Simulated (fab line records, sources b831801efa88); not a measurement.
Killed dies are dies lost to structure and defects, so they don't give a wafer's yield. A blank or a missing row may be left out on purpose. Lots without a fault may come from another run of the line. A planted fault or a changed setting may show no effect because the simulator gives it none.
Which tool did it? | flow sky130 | 10 lots, 30 wafers sampled, at 4 steps of a route of 708

WHAT THE GAUGES READ, wafer by wafer
SKY_VIA1_THK_MEAS_01.
lot  | measured     | on            | VIA1_HDPCVD_THK (nm)
L804 | day 34 06:46 | film_metro-03 | 1022 1027 1017
L805 | day 34 07:49 | film_metro-01 | 1021 1029 1028
L806 | day 34 19:49 | film_metro-03 | 1044 1034 1052
L815 | day 38 00:54 | film_metro-01 | 1042 1042 1026
L818 | day 38 03:32 | film_metro-01 | 1043 1030 1030
L821 | day 39 09:11 | film_metro-04 | 1032 1036 1024
L820 | day 39 10:59 | film_metro-01 | 1030 1022 1026
L823 | day 39 12:31 | film_metro-01 | 1030 1042 1030

WHICH TOOL RAN EACH LOT (tool, then ch and the chambers of the sampled wafers, then the start)
lot  | SKY_LOCAL_INTERCONNECT_METAL_ETCH_14 | SKY_METAL1_METAL_ETCH_19          | SKY_METAL1_STRIP_20
L804 | rie_metal-03 ch 0,1, day 31 21:05    | rie_metal-01 ch 1, day 34 05:55   | plasma_asher-02 ch 0,1, day 34 06:01
L805 | rie_metal-04 ch 0,1, day 31 22:30    | rie_metal-03 ch 0,1, day 34 06:58 | plasma_asher-02 ch 0,1, day 34 07:03
L806 | rie_metal-02 ch 0,1, day 32 11:29    | rie_metal-02 ch 0,1, day 34 19:01 | plasma_asher-01 ch 0,1, day 34 19:06
L811 | rie_metal-04 ch 0,1, day 34 12:44    | rie_metal-03 ch 0,1, day 36 22:25 | plasma_asher-02 ch 0,1, day 36 22:30
L813 | rie_metal-04 ch 0,1, day 34 19:13    | rie_metal-03 ch 0,1, day 36 23:45 | plasma_asher-02 ch 0,1, day 36 23:51
L815 | rie_metal-02 ch 0,1, day 35 16:54    | rie_metal-02 ch 0,1, day 38 00:04 | plasma_asher-04 ch 0,1, day 38 00:10
L818 | rie_metal-03 ch 0,1, day 35 19:35    | rie_metal-01 ch 0,1, day 38 02:40 | plasma_asher-02 ch 0,1, day 38 02:46
L821 | rie_metal-03 ch 0,1, day 37 03:40    | rie_metal-03 ch 0,1, day 39 08:23 | plasma_asher-01 ch 0,1, day 39 08:29
L820 | rie_metal-02 ch 0,1, day 37 04:33    | rie_metal-03 ch 0,1, day 39 10:08 | plasma_asher-04 ch 0,1, day 39 10:13
L823 | rie_metal-03 ch 0,1, day 37 06:38    | rie_metal-02 ch 1, day 39 11:40   | plasma_asher-04 ch 0, day 39 11:45
- SKY_LOCAL_INTERCONNECT_METAL_ETCH_14: etches TiN in Cl2/BCl3, stops on PSG, target depth 110 nm, time 31.4 s.
- SKY_METAL1_METAL_ETCH_19: etches the open film in Cl2/BCl3, stops on SiO2, target depth 360 nm, time 78 s.
- SKY_METAL1_STRIP_20: strips in O2/N2.

THE ANSWER, worked out from the rows above alone
Rule: what is usual is taken from the lots themselves. Put in order of their means at a reading, lots are off if they are a third of the lots or fewer, leave a main group of 4 or more, and stand apart from it by a gap of 3 or more times the standard deviation of the main group's means; of several such gaps the widest counts. A main group whose means are all the same, to the digits that the tables above print for the reading, isn't used. A lot without any number at a reading at which 4 lots or more have one is off too. The other lots that the step has rows for count as sound.
No lot is off at any reading shown: from this, nothing can be told.

WHAT THE SIMULATOR HAD PUT IN
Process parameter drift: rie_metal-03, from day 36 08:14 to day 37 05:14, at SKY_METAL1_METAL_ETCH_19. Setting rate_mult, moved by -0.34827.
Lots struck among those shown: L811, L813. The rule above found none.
